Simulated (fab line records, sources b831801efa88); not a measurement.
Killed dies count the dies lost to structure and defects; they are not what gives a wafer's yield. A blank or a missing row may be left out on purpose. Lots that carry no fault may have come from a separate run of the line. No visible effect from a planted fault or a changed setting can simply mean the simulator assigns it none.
The tool behind it: which one? ; flow gf180mcu ; 18 wafers from 6 lots sampled at 3 of the route's 602 steps

WHAT THE GAUGES SHOWED, per wafer
GF_V5_THK_MEAS_01.
lot;measured;on;V5_CVD_00_THK (nm)
L506;day 26 22:43;film_metro-04;302 299 301
L508;day 27 18:28;film_metro-03;300 296 293
L510;day 28 09:55;film_metro-03;301 296 300
L512;day 28 17:06;film_metro-03;296 295 300
L516;day 30 00:28;film_metro-04;293 296 292
L525;day 32 13:18;film_metro-03;292 295 289

WHAT TOOL EACH LOT RAN ON (gives the tool, then ch and the chambers of the sampled wafers, and finally the start)
lot;GF_MIM_SPUTTER_07;GF_V5_CVD_00
L506;pvd_sputter-04, day 25 04:14;hdpcvd-02 ch 0,2, day 26 22:41
L508;pvd_sputter-03, day 26 01:40;hdpcvd-01 ch 0,1,2, day 27 18:25
L510;pvd_sputter-04, day 26 17:08;hdpcvd-01 ch 0,1,2, day 28 09:50
L512;pvd_sputter-02, day 26 23:44;hdpcvd-02 ch 0,1,2, day 28 17:02
L516;pvd_sputter-04, day 28 07:58;hdpcvd-02 ch 0,2, day 30 00:25
L525;pvd_sputter-04, day 31 01:26;hdpcvd-02 ch 0,2, day 32 13:15
- GF_MIM_SPUTTER_07: material TiN, target thk 60 nm, time 50 s.
- GF_V5_CVD_00: deposits SiO2, target thk 300 nm, time 50 s.

THE ANSWER, worked out from the rows above alone
Rule: usual is defined by the lots themselves. Put in order of their means at a reading, lots are off if they are a third of the lots or fewer, leave a main group of 4 or more, and stand apart from it by a gap of 3 or more times the standard deviation of the main group's means; of several such gaps the widest counts. A main group whose means are all the same, to the digits that the tables above print for the reading, isn't used. Also off: a lot with no number at a reading for which 4 or more lots have one. Where the step has rows for the other lots, those lots are counted as sound.
None of the lots is off at any reading shown; this tells nothing.

WHAT THE SIMULATOR HAD INSERTED
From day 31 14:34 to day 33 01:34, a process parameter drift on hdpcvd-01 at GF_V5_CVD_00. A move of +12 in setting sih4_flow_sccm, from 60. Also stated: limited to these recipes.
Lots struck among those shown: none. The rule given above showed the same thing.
